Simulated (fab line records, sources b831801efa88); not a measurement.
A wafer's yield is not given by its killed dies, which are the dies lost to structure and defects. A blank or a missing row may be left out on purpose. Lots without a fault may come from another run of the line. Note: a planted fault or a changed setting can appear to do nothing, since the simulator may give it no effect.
fab line records | flow sky130
record lots=12 | wafers=36 | lastDay=50
route steps=708 shown SONOS_ONO@185 LDD_P@263 LDD_HVN@275 POLY_CUT@318
lots untouched by any fault: they come from a run of this same line in which no faults occurred
startH: start of the lot's first displayed wafer, in hours after the record's first day | waitH: hours elapsed since this lot's preceding step | " same as the row above | L1.1+2: a row that stands for several wafers | - no value present, or no start provided | * or withheld: withheld | < > ~ a bound
route shown NAME@n: a module of which the file shows steps, and the number in the route of the first | usual: mean/standard deviation taken from wafers without a fault | same: alike in all rows | chamber/n: place in a boat | sites: per-site readings | _std_site: standard deviation of those values | _edge_site: inner sites' mean taken away from outer sites' mean | radiusMm: for every site, how far away it sits from the centre of the wafer | mask NAME#n: copy n | behind: the last tool/chamber to shape the wafer | hold: cause of the lot's hold/its duration in hours/its outcome | device: transistor that didn't switch, given as n, p or np | end of line: tests run on the same wafers once the route is complete | step lacking rows: just its recipe | killed: the dies lost at the first sort to structure and to defects; this is not the yield of the wafer | map: dies across one wafer; x = killed, . = not, _ = none there
set.NAME: the run value of the setting; set.NAME@STEP: its run value at that earlier step | model.NAME: the simulator's own value behind a step, which no gauge read
steps of the route over a sample of lots; a table a step, a row a wafer
services: from which hour (startH, from the record's first day; less than 0 if before it) a tool's chamber was out of use, for how many hours, and why
## steps
# step SKY_SONOS_ONO_STRIP_17
# recipe chemistry=O2/N2 | powerW=1400 | pressureMtorr=1500 | platenTempC=withheld | o2FlowSccm=3000 | n2FlowSccm=300 | overashFraction=0.5
# usual drypumpMotorCurrentA=5.6/0.5 | oesProductAu=0.710/0.0046 | stripTimeToEndpointS=14.08/0.045
lot.wafer | tool           | chamber | startH | waitH | drypumpMotorCurrentA | oesProductAu | rfHoursCounterH | stripTimeToEndpointS
L560.2    | plasmaAsher-02 | 1       | 285.87 | 0.0   | 5.1                  | 0.716        | 61              | 14.04
L560.4    | "              | 0       | "      | "     | 5.2                  | 0.709        | -               | 14.05
L560.5    | "              | 1       | "      | "     | 5.1                  | 0.708        | -               | 14.04
L561.2    | plasmaAsher-03 | 0       | 287.91 | 0.0   | 6.1                  | 0.706        | 49              | 14.06
L561.5    | "              | 0       | "      | "     | 6.1                  | 0.702        | -               | 14.04
L561.6    | "              | 1       | "      | "     | 6.0                  | 0.716        | -               | 14.06
L564.1    | plasmaAsher-03 | 0       | 314.76 | 0.0   | 6.1                  | 0.718        | 52              | 14.09
L564.2    | "              | 1       | "      | "     | 6.0                  | 0.712        | 52              | 14.05
L564.6    | "              | 0       | "      | "     | 6.1                  | 0.706        | -               | 14.11
L568.1    | plasmaAsher-02 | 1       | 352.66 | 0.0   | 5.1                  | 0.707        | 66              | 14.03
L568.3    | "              | 1       | "      | "     | 5.1                  | 0.713        | -               | 14.10
L568.5    | "              | 1       | "      | "     | 5.1                  | 0.711        | -               | 14.04
L571.2    | plasmaAsher-02 | 0       | 372.91 | 0.0   | 5.2                  | 0.711        | 68              | 14.05
L571.3    | "              | 1       | "      | "     | 5.1                  | 0.702        | -               | 14.13
L571.6    | "              | 0       | "      | "     | 5.2                  | 0.709        | -               | 14.08
L572.2    | plasmaAsher-04 | 1       | 378.06 | 0.0   | 6.1                  | 0.713        | 62              | 14.13
L572.3    | "              | 0       | "      | "     | 4.8                  | 0.714        | -               | 14.14
L572.5    | "              | 0       | "      | "     | 4.8                  | 0.712        | -               | 14.12
L574.2    | plasmaAsher-02 | 0       | 399.42 | 0.0   | 5.2                  | 0.722        | 69              | 14.08
L574.5    | "              | 0       | "      | "     | 5.2                  | 0.709        | -               | 14.10
L574.6    | "              | 1       | "      | "     | 5.1                  | 0.707        | -               | 14.12
L577.1    | plasmaAsher-03 | 0       | 416.56 | 0.0   | 6.1                  | 0.708        | 63              | 14.05
L577.4    | "              | 1       | "      | "     | 6.0                  | 0.698        | -               | 14.05
L577.5    | "              | 0       | "      | "     | 6.1                  | 0.713        | -               | 14.03
L578.1    | plasmaAsher-04 | 1       | 429.11 | 0.0   | 6.1                  | 0.707        | 67              | 14.07
L578.5    | "              | 0       | "      | "     | 4.8                  | 0.713        | -               | 14.09
L578.6    | "              | 1       | "      | "     | 6.1                  | 0.707        | -               | 14.07
L580.2    | plasmaAsher-03 | 1       | 445.27 | 0.0   | 6.0                  | 0.716        | 66              | 14.02
L580.5    | "              | 0       | "      | "     | 6.1                  | 0.710        | -               | 14.03
L580.6    | "              | 1       | "      | "     | 5.9                  | 0.716        | -               | 14.00
L581.2    | plasmaAsher-02 | 1       | 458.42 | 0.0   | 5.1                  | 0.700        | 2               | 14.16
L581.3    | "              | 0       | "      | "     | 5.2                  | 0.708        | -               | 14.14
L581.6    | "              | 0       | "      | "     | 5.2                  | 0.702        | -               | 14.13
L582.3    | plasmaAsher-04 | 0       | 463.35 | 0.0   | 4.8                  | 0.720        | -               | 14.09
L582.4    | "              | 1       | "      | "     | 6.1                  | 0.711        | -               | 14.05
L582.5    | "              | 1       | "      | "     | 6.1                  | 0.716        | -               | 14.04
# step SKY_LDD_P_OVL_MEAS_08
# usual LDD_P_OVL=-0.7/1.2
lot.wafer | tool       | chamber | startH | waitH | LDD_P_OVL[nm]
L560.2    | overlay-01 | -       | 440.42 | 0.1   | -0.5
L560.4    | "          | -       | "      | "     | -1.8
L560.5    | "          | -       | "      | "     | -1.5
L561.2    | overlay-01 | -       | 444.44 | 0.1   | -1.1
L561.5    | "          | -       | "      | "     | -1.6
L561.6    | "          | -       | "      | "     | -0.6
L564.1    | overlay-01 | -       | 471.91 | 0.1   | 0.0
L564.2    | "          | -       | "      | "     | -0.6
L564.6    | "          | -       | "      | "     | -0.6
L568.1    | overlay-01 | -       | 513.41 | 0.1   | -1.2
L568.3    | "          | -       | "      | "     | -1.7
L568.5    | "          | -       | "      | "     | -1.1
L571.2    | overlay-02 | -       | 536.02 | 0.1   | 0.7
L571.3    | "          | -       | "      | "     | -0.2
L571.6    | "          | -       | "      | "     | 0.9
L572.2    | overlay-01 | -       | 543.26 | 0.1   | -2.4
L572.3    | "          | -       | "      | "     | -1.2
L572.5    | "          | -       | "      | "     | -2.2
L574.2    | overlay-02 | -       | 564.07 | 0.1   | -1.2
L574.5    | "          | -       | "      | "     | -1.4
L574.6    | "          | -       | "      | "     | -0.6
L577.1    | overlay-02 | -       | 578.46 | 0.1   | 0.0
L577.4    | "          | -       | "      | "     | -1.8
L577.5    | "          | -       | "      | "     | -1.1
L578.1    | overlay-01 | -       | 593.21 | 0.1   | -1.0
L578.5    | "          | -       | "      | "     | -1.1
L578.6    | "          | -       | "      | "     | -1.5
L580.2    | overlay-02 | -       | 607.82 | 0.1   | -0.8
L580.5    | "          | -       | "      | "     | 0.4
L580.6    | "          | -       | "      | "     | -1.7
L581.2    | overlay-02 | -       | 619.22 | 0.1   | -0.6
L581.3    | "          | -       | "      | "     | -0.2
L581.6    | "          | -       | "      | "     | -0.1
L582.3    | overlay-01 | -       | 626.63 | 0.1   | 0.0
L582.4    | "          | -       | "      | "     | 0.4
L582.5    | "          | -       | "      | "     | -1.5
# step SKY_LDD_HVN_IMPLANT_08
# recipe species=P | energyKev=60 | doseCm2=3e+13 | tiltDeg=40
# usual beamEnergyKeV=60.000/0.022
# same implantIonAmu=31
lot.wafer | tool         | chamber | startH | waitH | beamEnergyKeV
L560.2    | implanter-01 | 0       | 471.14 | 0.0   | 59.990
L560.4    | "            | 0       | "      | "     | 60.020
L560.5    | "            | 0       | "      | "     | 59.966
L561.2    | implanter-02 | 0       | 475.51 | 0.0   | 60.008
L561.5    | "            | 0       | "      | "     | 60.005
L561.6    | "            | 0       | "      | "     | 60.000
L564.1    | implanter-02 | 0       | 502.93 | 0.0   | 59.959
L564.2    | "            | 0       | "      | "     | 60.008
L564.6    | "            | 0       | "      | "     | 59.984
L568.1    | implanter-02 | 0       | 544.72 | 0.0   | 48.910
L568.3    | "            | 0       | "      | "     | 48.919
L568.5    | "            | 0       | "      | "     | 48.930
L571.2    | implanter-02 | 0       | 566.61 | 0.0   | 48.912
L571.3    | "            | 0       | "      | "     | 48.965
L571.6    | "            | 0       | "      | "     | 48.925
L572.2    | implanter-01 | 0       | 574.39 | 0.0   | 60.014
L572.3    | "            | 0       | "      | "     | 60.015
L572.5    | "            | 0       | "      | "     | 60.027
L574.2    | implanter-01 | 0       | 594.26 | 0.0   | 60.013
L574.5    | "            | 0       | "      | "     | 59.997
L574.6    | "            | 0       | "      | "     | 60.016
L577.1    | implanter-01 | 0       | 608.23 | 0.0   | 59.996
L577.4    | "            | 0       | "      | "     | 60.038
L577.5    | "            | 0       | "      | "     | 60.063
L578.1    | implanter-03 | 0       | 623.28 | 0.0   | 60.008
L578.5    | "            | 0       | "      | "     | 60.026
L578.6    | "            | 0       | "      | "     | 60.008
L580.2    | implanter-02 | 0       | 637.51 | 0.0   | 60.012
L580.5    | "            | 0       | "      | "     | 59.997
L580.6    | "            | 0       | "      | "     | 60.017
L581.2    | implanter-02 | 0       | 648.01 | 0.0   | 59.956
L581.3    | "            | 0       | "      | "     | 59.952
L581.6    | "            | 0       | "      | "     | 59.957
L582.3    | implanter-02 | 0       | 654.78 | 0.1   | 59.987
L582.4    | "            | 0       | "      | "     | 59.999
L582.5    | "            | 0       | "      | "     | 59.984
# step SKY_LDD_HVN_TW_MEAS_10
# usual LDD_HVN_TW=1433/12
lot.wafer | tool         | chamber | startH | waitH | hold                    | LDD_HVN_TW
L560.2    | filmMetro-01 | -       | 471.38 | 0.1   | -                       | 1437
L560.4    | "            | -       | "      | "     | -                       | 1436
L560.5    | "            | -       | "      | "     | -                       | 1435
L561.2    | filmMetro-01 | -       | 475.74 | 0.1   | -                       | 1440
L561.5    | "            | -       | "      | "     | -                       | 1440
L561.6    | "            | -       | "      | "     | -                       | 1445
L564.1    | filmMetro-04 | -       | 503.18 | 0.1   | -                       | 1414
L564.2    | "            | -       | "      | "     | -                       | 1419
L564.6    | "            | -       | "      | "     | -                       | 1405
L568.1    | filmMetro-01 | -       | 544.97 | 0.1   | awaitDispo/0.2h/release | 1374
L568.3    | "            | -       | "      | "     | awaitDispo/0.2h/release | 1367
L568.5    | "            | -       | "      | "     | awaitDispo/0.2h/release | 1371
L568.1    | filmMetro-01 | -       | 545.23 | 0.3   | -                       | 1377
L568.3    | "            | -       | "      | "     | -                       | 1370
L568.5    | "            | -       | "      | "     | -                       | 1379
L571.2    | filmMetro-04 | -       | 566.84 | 0.1   | awaitDispo/0.2h/release | 1341
L571.3    | "            | -       | "      | "     | awaitDispo/0.2h/release | 1346
L571.6    | "            | -       | "      | "     | awaitDispo/0.2h/release | 1335
L571.2    | filmMetro-04 | -       | 567.07 | 0.2   | -                       | 1344
L571.3    | "            | -       | "      | "     | -                       | 1338
L571.6    | "            | -       | "      | "     | -                       | 1332
L572.2    | filmMetro-01 | -       | 574.63 | 0.1   | -                       | 1440
L572.3    | "            | -       | "      | "     | -                       | 1440
L572.5    | "            | -       | "      | "     | -                       | 1442
L574.2    | filmMetro-02 | -       | 594.49 | 0.1   | -                       | 1440
L574.5    | "            | -       | "      | "     | -                       | 1451
L574.6    | "            | -       | "      | "     | -                       | 1453
L577.1    | filmMetro-02 | -       | 608.48 | 0.1   | -                       | 1436
L577.4    | "            | -       | "      | "     | -                       | 1439
L577.5    | "            | -       | "      | "     | -                       | 1434
L578.1    | filmMetro-02 | -       | 623.53 | 0.1   | -                       | 1436
L578.5    | "            | -       | "      | "     | -                       | 1435
L578.6    | "            | -       | "      | "     | -                       | 1436
L580.2    | filmMetro-01 | -       | 637.74 | 0.1   | -                       | 1434
L580.5    | "            | -       | "      | "     | -                       | 1440
L580.6    | "            | -       | "      | "     | -                       | 1425
L581.2    | filmMetro-02 | -       | 648.24 | 0.1   | -                       | 1423
L581.3    | "            | -       | "      | "     | -                       | 1416
L581.6    | "            | -       | "      | "     | -                       | 1417
L582.3    | filmMetro-04 | -       | 655.00 | 0.1   | -                       | 1407
L582.4    | "            | -       | "      | "     | -                       | 1413
L582.5    | "            | -       | "      | "     | -                       | 1418
# step SKY_POLY_CUT_ETCH_11
# recipe target=Si3N4 | chemistry=CF4/CH2F2/Ar | stopOn=poly-Si | sourceW=600 | biasW=150 | pressureMtorr=40 | cf4FlowSccm=40 | ch2f2FlowSccm=20 | Ar_flow_sccm=150 | timeS=42.5 | targetDepthA=600
# usual drypumpMotorCurrentA=5.7/0.56 | oesProductAu=0.831/0.0073 | throttleValvePct=14.994/0.0083
lot.wafer | tool       | chamber | startH | waitH | drypumpMotorCurrentA | oesProductAu | rfHoursCounterH | throttleValvePct
L560.2    | rieDiel-03 | 1       | 566.14 | 0.0   | 5.4                  | 0.834        | 7               | 14.989
L560.4    | "          | 0       | "      | "     | 5.0                  | 0.832        | 16              | 14.991
L560.5    | "          | 3       | "      | "     | 6.2                  | 0.835        | -               | 14.987
L561.2    | rieDiel-03 | 3       | 568.69 | 0.0   | 6.2                  | 0.841        | 0               | 14.992
L561.5    | "          | 0       | "      | "     | 5.0                  | 0.841        | -               | 14.994
L561.6    | "          | 1       | "      | "     | 5.4                  | 0.843        | -               | 15.001
L564.1    | rieDiel-01 | 3       | 596.54 | 0.0   | 5.4                  | 0.834        | 68              | 15.000
L564.2    | "          | 1       | "      | "     | 4.7                  | 0.829        | 0               | 14.997
L564.6    | "          | 1       | "      | "     | 4.7                  | 0.847        | -               | 14.999
L568.1    | rieDiel-04 | 0       | 636.79 | 0.0   | 5.2                  | 0.831        | 42              | 14.986
L568.3    | "          | 1       | "      | "     | 5.7                  | 0.833        | 41              | 14.989
L568.5    | "          | 2       | "      | "     | 6.3                  | 0.835        | -               | 15.012
L571.2    | rieDiel-03 | 3       | 656.04 | 0.0   | 6.3                  | 0.834        | 3               | 14.998
L571.3    | "          | 2       | "      | "     | 6.5                  | 0.833        | 9               | 14.989
L571.6    | "          | 0       | "      | "     | 5.0                  | 0.827        | -               | 14.997
L572.2    | rieDiel-03 | 0       | 663.89 | 0.0   | 5.0                  | 0.830        | 18              | 14.981
L572.3    | "          | 1       | "      | "     | 5.4                  | 0.830        | 10              | 14.999
L572.5    | "          | 0       | "      | "     | 5.0                  | 0.830        | -               | 15.008
L574.2    | rieDiel-04 | 2       | 685.49 | 0.0   | 6.3                  | 0.827        | 3               | 14.996
L574.5    | "          | 0       | "      | "     | 5.2                  | 0.823        | -               | 15.000
L574.6    | "          | 3       | "      | "     | 6.4                  | 0.825        | -               | 14.982
L577.1    | rieDiel-01 | 3       | 696.93 | 0.0   | 5.4                  | 0.841        | 1               | 14.988
L577.4    | "          | 2       | "      | "     | 5.8                  | 0.845        | 9               | 14.991
L577.5    | "          | 3       | "      | "     | 5.4                  | 0.836        | -               | 14.995
L578.1    | rieDiel-03 | 0       | 711.54 | 0.0   | 5.0                  | 0.817        | 19              | 14.995
L578.5    | "          | 3       | "      | "     | 6.2                  | 0.823        | -               | 14.994
L578.6    | "          | 0       | "      | "     | 5.0                  | 0.816        | -               | 14.999
L580.2    | rieDiel-03 | 2       | 724.14 | 0.0   | 6.5                  | 0.844        | 11              | 14.992
L580.5    | "          | 3       | "      | "     | 6.3                  | 0.842        | -               | 14.998
L580.6    | "          | 2       | "      | "     | 6.5                  | 0.841        | -               | 14.988
L581.2    | rieDiel-01 | 3       | 735.48 | 0.0   | 5.5                  | 0.837        | 2               | 14.984
L581.3    | "          | 1       | "      | "     | 4.7                  | 0.839        | 3               | 15.003
L581.6    | "          | 0       | "      | "     | 5.6                  | 0.838        | -               | 14.993
L582.3    | rieDiel-04 | 0       | 740.78 | 0.0   | 5.3                  | 0.828        | 44              | 14.996
L582.4    | "          | 2       | "      | "     | 6.3                  | 0.831        | -               | 14.996
L582.5    | "          | 0       | "      | "     | 5.3                  | 0.850        | -               | 14.994
## services
tool           | chamber | startH | hours | kind
rieDiel-03     | 3       | 262.62 | 6.5   | repair
rieDiel-03     | -       | 281.16 | 23.6  | repair
implanter-01   | -       | 281.18 | 0.5   | repair
rieDiel-03     | 3       | 298.57 | 1.5   | repair
rieDiel-03     | -       | 304.72 | 14.6  | pm
rieDiel-03     | 2       | 311.60 | 6.5   | repair
plasmaAsher-02 | -       | 332.42 | 14.6  | pm
implanter-01   | -       | 365.73 | 77.2  | pm
rieDiel-03     | 0       | 366.77 | 1.7   | repair
plasmaAsher-02 | -       | 384.96 | 13.3  | repair
plasmaAsher-03 | -       | 397.36 | 1.1   | repair
plasmaAsher-02 | -       | 421.25 | 9.0   | pm
plasmaAsher-02 | -       | 430.25 | 2.8   | pm
implanter-02   | -       | 447.93 | 1.7   | repair
rieDiel-03     | 1       | 473.70 | 32.0  | repair
rieDiel-03     | 2       | 506.23 | 10.5  | repair
rieDiel-03     | 3       | 508.73 | 2.6   | repair
rieDiel-03     | 0       | 538.85 | 4.6   | repair
implanter-02   | -       | 596.53 | 2.1   | repair
implanter-02   | -       | 601.94 | 4.2   | repair
implanter-02   | -       | 607.62 | 4.8   | pm
rieDiel-03     | 2       | 609.50 | 8.3   | repair
plasmaAsher-02 | -       | 619.08 | 15.6  | pm
implanter-02   | -       | 693.31 | 1.8   | repair
## key
firstSign step=SKY_LDD_HVN_IMPLANT_08 | reading=beamEnergyKeV | direction=down | sigmas=99+ | usual=* | struck=*
effect step=SKY_LDD_HVN_TW_MEAS_10 | reading=visit | direction=added
effect step=SKY_LDD_HVN_TW_MEAS_10 | reading=LDD_HVN_TW | direction=down | sigmas=6.3 | usual=1433 | struck=1356
metAt SKY_LDD_HVN_IMPLANT_08
struckLots L568,L571
testerLeftOut L568,L571
notActingAt SKY_SONOS_ONO_STRIP_17,SKY_LDD_P_OVL_MEAS_08,SKY_POLY_CUT_ETCH_11
onsetBetween 502.93 544.72
fault kind=processParameterDrift | tool=implanter-02 | chamber=- | onsetH=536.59 | steps=SKY_LDD_HVN_IMPLANT_08 | channel=energyKev | offset=* | shape=step | endH=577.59 | actsIn=* | stated=*
# testerLeftOut: of these lots the tester's yield and bins aren't shown, on N5 and GAA mostly nor the transistor test; their killed dies are dies lost to structure and defects alone, not to doping, threshold or leakage, so they don't give the yield
